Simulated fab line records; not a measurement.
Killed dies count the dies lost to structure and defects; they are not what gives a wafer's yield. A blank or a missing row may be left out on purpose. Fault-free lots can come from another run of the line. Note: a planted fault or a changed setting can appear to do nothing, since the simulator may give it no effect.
Which of the tools did it? | flow sky130 | 6 lots, 18 wafers sampled, at 3 steps of a route of 708

== WHAT THE GAUGES SHOWED, per wafer ==
SKY_VIA1_OVL_MEAS_13.
lot  | measured     | on         | VIA1_OVL (nm)
L925 | day 34 18:37 | overlay-01 | 8 3 7
L927 | day 35 17:37 | overlay-02 | -3 1 -2
L932 | day 36 20:01 | overlay-01 | 3 -3 9
L934 | day 37 10:01 | overlay-02 | -7 2 -12
L938 | day 38 14:24 | overlay-02 | -7 1 4
L943 | day 40 09:06 | overlay-02 | 11 7 2

== TOOL THAT RAN EACH LOT (tool first, then ch and the chambers of the sampled wafers, then the start) ==
lot  | SKY_PWDE_HMDS_01                 | SKY_METAL1_DESCUM_17
L925 | litho track-03 ch 0, day 3 20:21 | rie metal-03 ch 0,1, day 33 14:25
L927 | litho track-02 ch 0, day 4 17:11 | rie metal-01 ch 0, day 34 13:57
L932 | litho track-04 ch 0, day 5 13:22 | rie metal-01 ch 0,1, day 35 15:35
L934 | litho track-03 ch 0, day 5 22:00 | rie metal-03 ch 0,1, day 36 05:00
L938 | litho track-04 ch 0, day 6 20:19 | rie metal-04 ch 0, day 37 11:52
L943 | litho track-02 ch 0, day 8 10:51 | rie metal-03 ch 0,1, day 39 07:45
- SKY_PWDE_HMDS_01: prime time 60 s.
- SKY_METAL1_DESCUM_17: chemistry O2, time 8 s.

== THE ANSWER, worked out from the rows above alone ==
Rule: the usual values come from the lots themselves. Put in order of their means at a reading, lots are off if they are a third of the lots or fewer, leave a main group of 4 or more, and stand apart from it by a gap of 3 or more times the standard deviation of the main group's means; of several such gaps the widest counts. A main group whose means are all the same, to the digits that the tables above print for the reading, isn't used. A lot without any number at a reading at which 4 lots or more have one is off too. Any other lot the step has rows for is counted as sound.
Nothing can be told from this: no lot is off at any reading shown.

== WHAT THE SIMULATOR PUT IN ==
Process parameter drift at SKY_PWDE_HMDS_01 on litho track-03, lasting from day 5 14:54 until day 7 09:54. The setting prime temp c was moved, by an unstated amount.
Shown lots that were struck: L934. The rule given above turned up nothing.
